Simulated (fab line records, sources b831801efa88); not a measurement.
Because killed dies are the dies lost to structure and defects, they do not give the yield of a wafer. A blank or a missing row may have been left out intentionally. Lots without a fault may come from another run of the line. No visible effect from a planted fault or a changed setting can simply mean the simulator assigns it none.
fab line records    flow sky130    part 2 of 2: steps 28 to 39 of 39
[record] lots = 5  wafers = 15  lastDay = 50
route steps=708 shown RES_XHIGH@360 SALICIDE@361 LI_CONTACT@362 LOCAL_INTERCONNECT@387
lots that met no fault: from a run of the same line without faults
startH: hours from the record's first day to the start of the lot's first wafer shown    waitH: how many hours have passed since the lot's step before this one    " identical to the entry in the row above    L1.1+2: one row covering several wafers at once    - no value, or no start given    * or withheld: withheld    < > ~ a bound
route shown NAME@n: a module of which the file shows steps, and the number in the route of the first    usual: mean/standard deviation taken from wafers without a fault    same: alike in all rows    chamber/n: place in a boat    sites: readings site by site    _std_site: how widely they spread, as a standard deviation    _edge_site: outer sites' mean less inner sites'    radiusMm: for every site, how far away it sits from the centre of the wafer    mask NAME#n: copy n    behind: tool/chamber where the wafer was last shaped    hold: why the lot was held/for how many hours/how that ended    device: the transistor (n, p or np) that didn't switch    end of line: tests of these same wafers at the route's end    a step without rows: its recipe alone    killed: not the wafer's yield, but the dies lost to structure and defects at the first sort    map: per-die view of a wafer (x killed, . not killed, _ where there is no die)
set.NAME: the setting the step ran with; set.NAME@STEP: the setting that earlier step ran with    model.NAME: the simulator's own value behind a step, which no gauge read
lots seen at some steps along the route; tables by step, rows by wafer
services: from which hour (startH, from the record's first day; less than 0 if before it) a tool's chamber was out of use, for how many hours, and why
[[steps]]
[step SKY_LOCAL_INTERCONNECT_SPUTTER_00]
[recipe] material = TiN  targetThkNm = 100  tempC = 300  powerW = 6500  timeS = 83.3  chamberPressurePa = 0.4
[usual] throttleValvePct = 29.9/1
[same] timeS = 83.3
lot.wafer  tool           chamber  startH  waitH  throttleValvePct
L076.2     pvdSputter-04  -        690.88  0.1    30.5
L076.4     "              -        "       "      28.7
L076.6     "              -        "       "      30.6
L077.1     pvdSputter-03  -        715.31  0.1    31.2
L077.2     "              -        "       "      30.2
L077.5     "              -        "       "      30.8
L082.2     pvdSputter-03  -        739.04  0.2    30.0
L082.4     "              -        "       "      29.0
L082.5     "              -        "       "      29.0
L091.4     pvdSputter-03  -        813.59  0.1    29.4
L091.5     "              -        "       "      29.1
L091.6     "              -        "       "      30.8
L095.1     pvdSputter-02  -        843.86  0.2    30.6
L095.2     "              -        "       "      30.6
L095.5     "              -        "       "      30.6
[step SKY_LOCAL_INTERCONNECT_RS_MEAS_01]
[recipe] thkMeasGauge = four-point-probe  reads = TiN_of_LOCAL_INTERCONNECT_SPUTTER_00
[usual] LOCAL_INTERCONNECT_TIN_RS = 14.21/0.13
lot.wafer  tool          chamber  startH  waitH  LOCAL_INTERCONNECT_TIN_RS[ohm/sq]
L076.2     filmMetro-03  -        690.96  0.1    14.26
L076.4     "             -        "       "      14.17
L076.6     "             -        "       "      14.15
L077.1     filmMetro-03  -        715.37  0.0    14.33
L077.2     "             -        "       "      14.32
L077.5     "             -        "       "      14.20
L082.2     filmMetro-03  -        739.13  0.1    14.20
L082.4     "             -        "       "      14.38
L082.5     "             -        "       "      14.19
L091.4     filmMetro-02  -        813.71  0.1    14.18
L091.5     "             -        "       "      14.08
L091.6     "             -        "       "      14.06
L095.1     filmMetro-04  -        843.93  0.0    14.11
L095.2     "             -        "       "      14.20
L095.5     "             -        "       "      14.17
[step SKY_LOCAL_INTERCONNECT_THK_MEAS_02]
[recipe] thkMeasGauge = xrf  reads = TiN_of_LOCAL_INTERCONNECT_SPUTTER_00
[usual] LOCAL_INTERCONNECT_TIN_THK = 99.7/1.1
lot.wafer  tool          chamber  startH  waitH  LOCAL_INTERCONNECT_TIN_THK[nm]
L076.2     filmMetro-03  -        691.07  0.1    99.6
L076.4     "             -        "       "      100.9
L076.6     "             -        "       "      100.8
L077.1     filmMetro-03  -        715.49  0.1    99.2
L077.2     "             -        "       "      99.4
L077.5     "             -        "       "      100.7
L082.2     filmMetro-03  -        739.24  0.1    100.4
L082.4     "             -        "       "      99.0
L082.5     "             -        "       "      101.1
L091.4     filmMetro-02  -        813.80  0.1    99.3
L091.5     "             -        "       "      100.1
L091.6     "             -        "       "      100.1
L095.1     filmMetro-04  -        844.05  0.1    100.0
L095.2     "             -        "       "      99.1
L095.5     "             -        "       "      99.3
[step SKY_LOCAL_INTERCONNECT_DEHYDRATE_03]
[recipe] tempC = 200  timeS = 60
[usual] heaterPowerTotalW = 160.40/0.13
[same] timeS = 60
lot.wafer  tool           chamber  startH  waitH  heaterPowerTotalW
L076.2     lithoTrack-02  0        704.60  13.5   160.46
L076.4     "              0        "       "      160.59
L076.6     "              0        "       "      160.48
L077.1     lithoTrack-04  0        728.02  12.5   160.35
L077.2     "              0        "       "      160.43
L077.5     "              0        "       "      160.38
L082.2     lithoTrack-04  0        752.29  13.0   160.50
L082.4     "              0        "       "      160.34
L082.5     "              0        "       "      160.42
L091.4     lithoTrack-04  0        826.94  13.1   160.28
L091.5     "              0        "       "      160.30
L091.6     "              0        "       "      160.61
L095.1     lithoTrack-04  0        856.62  12.6   160.46
L095.2     "              0        "       "      160.62
L095.5     "              0        "       "      160.46
[step SKY_LOCAL_INTERCONNECT_HMDS_04]
[recipe] primeTimeS = 60  primeTempC = 120
[usual] primeTempC = 120.02/0.12
lot.wafer  tool           chamber  startH  waitH  primeTempC
L076.2     lithoTrack-02  0        704.75  0.1    120.02
L076.4     "              0        "       "      120.01
L076.6     "              0        "       "      120.05
L077.1     lithoTrack-04  0        728.17  0.1    120.11
L077.2     "              0        "       "      120.23
L077.5     "              0        "       "      120.17
L082.2     lithoTrack-04  0        752.44  0.1    120.15
L082.4     "              0        "       "      120.02
L082.5     "              0        "       "      120.14
L091.4     lithoTrack-04  0        827.09  0.1    119.96
L091.5     "              0        "       "      120.01
L091.6     "              0        "       "      119.78
L095.1     lithoTrack-04  0        856.77  0.1    119.78
L095.2     "              0        "       "      119.93
L095.5     "              0        "       "      119.86
[step SKY_LOCAL_INTERCONNECT_COAT_05]
[recipe] resist = BARC  tempC = withheld  timeS = withheld  spinRpm = 3000  resistThkNm = 60
lot.wafer   tool           chamber  startH  waitH
L076.2+4+6  lithoTrack-02  0        704.90  0.1
L077.1+2+5  lithoTrack-04  0        728.32  0.1
L082.2+4+5  lithoTrack-04  0        752.59  0.1
L091.4+5+6  lithoTrack-04  0        827.24  0.1
L095.1+2+5  lithoTrack-04  0        856.92  0.1
[step SKY_LOCAL_INTERCONNECT_COAT_06]
[recipe] resist = KrF-thick  spinRpm = 3000  resistThkNm = 450
lot.wafer   tool           chamber  startH  waitH
L076.2+4+6  lithoTrack-02  0        -       -
L077.1+2+5  lithoTrack-04  0        -       -
L082.2+4+5  lithoTrack-04  0        -       -
L091.4+5+6  lithoTrack-04  0        -       -
L095.1+2+5  lithoTrack-04  0        -       -
[step SKY_LOCAL_INTERCONNECT_SOFTBAKE_07]
[recipe] tempC = 100  timeS = 90  resist = KrF-thick
[usual] heaterPowerTotalW = 57.35/0.11
[same] timeS = 90
lot.wafer  tool           chamber  startH  waitH  heaterPowerTotalW
L076.2     lithoTrack-02  0        -       -      57.22
L076.4     "              0        "       "      57.48
L076.6     "              0        "       "      57.41
L077.1     lithoTrack-04  0        -       -      57.31
L077.2     "              0        "       "      57.22
L077.5     "              0        "       "      57.30
L082.2     lithoTrack-04  0        -       -      57.26
L082.4     "              0        "       "      57.40
L082.5     "              0        "       "      57.22
L091.4     lithoTrack-04  0        -       -      57.26
L091.5     "              0        "       "      57.43
L091.6     "              0        "       "      57.26
L095.1     lithoTrack-04  0        -       -      57.20
L095.2     "              0        "       "      57.32
L095.5     "              0        "       "      57.35
[step SKY_LOCAL_INTERCONNECT_EXPOSE_08]
[recipe] maskId = LI1M  na = 0.8  sourceShape = annular  sigmaInner = 0.55  sigmaOuter = 0.85  targetCdNm = 170  doseMj = 28
lot.wafer   tool           chamber  startH  waitH  mask
L076.2+4+6  krfScanner-02  0        -       -      LI1M#0
L077.1+2+5  krfScanner-02  0        -       -      LI1M#0
L082.2+4+5  krfScanner-02  0        -       -      LI1M#0
L091.4+5+6  krfScanner-02  0        -       -      LI1M#0
L095.1+2+5  krfScanner-02  0        -       -      LI1M#0
[step SKY_LOCAL_INTERCONNECT_PEB_09]
[recipe] pebTempC = withheld  pebTimeS = withheld  resist = KrF-thick
lot.wafer   tool           chamber  startH  waitH
L076.2+4+6  lithoTrack-04  0        -       -
L077.1+2+5  lithoTrack-02  0        -       -
L082.2+4+5  lithoTrack-03  0        -       -
L091.4+5+6  lithoTrack-04  0        -       -
L095.1+2+5  lithoTrack-03  0        -       -
[step SKY_LOCAL_INTERCONNECT_DEVELOP_10]
[recipe] developTimeS = 60  resist = KrF-thick  devTempC = 21
lot.wafer   tool           chamber  startH  waitH
L076.2+4+6  lithoTrack-04  0        -       -
L077.1+2+5  lithoTrack-02  0        -       -
L082.2+4+5  lithoTrack-03  0        -       -
L091.4+5+6  lithoTrack-04  0        -       -
L095.1+2+5  lithoTrack-03  0        -       -
[step SKY_LOCAL_INTERCONNECT_CD_MEAS_11]
[recipe] targetCdNm = 170
[usual] cdNm = 170.4/1.5
lot.wafer  tool      chamber  startH  waitH  cdNm
L076.2     cdSem-02  -        718.99  -      172.1
L076.4     "         -        "       "      173.3
L076.6     "         -        "       "      171.2
L077.1     cdSem-02  -        743.28  -      167.4
L077.2     "         -        "       "      168.5
L077.5     "         -        "       "      168.9
L082.2     cdSem-01  -        765.28  -      169.2
L082.4     "         -        "       "      169.2
L082.5     "         -        "       "      169.2
L091.4     cdSem-01  -        840.28  -      171.7
L091.5     "         -        "       "      170.4
L091.6     "         -        "       "      170.3
L095.1     cdSem-02  -        869.41  -      168.4
L095.2     "         -        "       "      167.8
L095.5     "         -        "       "      169.3
[[services]]
tool           chamber  startH  hours  kind
pvdSputter-02  -        638.35  1.2    repair
rieDiel-03     2        677.98  25.7   repair
krfScanner-01  -        685.71  0.2    repair
cmp-02         -        693.61  1.4    repair
pvdSputter-02  -        715.47  8.5    repair
rieDiel-03     1        718.14  9.3    repair
pvdSputter-02  -        723.69  3.4    repair
rieDiel-03     -        731.23  0.6    repair
pvdSputter-01  -        743.02  11.9   repair
cmp-02         -        744.00  4.0    pm
pvdSputter-02  -        744.96  7.3    repair
krfScanner-02  -        757.37  0.5    repair
krfScanner-01  -        759.69  1.0    pm
rieDiel-03     2        762.65  1.8    repair
krfScanner-02  -        765.81  1.0    pm
pvdSputter-02  -        765.90  1.8    repair
rieDiel-03     3        767.08  7.6    repair
krfScanner-01  -        778.83  0.8    pm
krfScanner-02  -        779.65  0.8    pm
krfScanner-02  -        791.42  1.0    repair
cmp-02         -        793.30  0.3    repair
krfScanner-02  -        800.56  1.3    pm
cmp-02         -        822.34  0.8    repair
rieDiel-03     3        855.48  132.0  repair
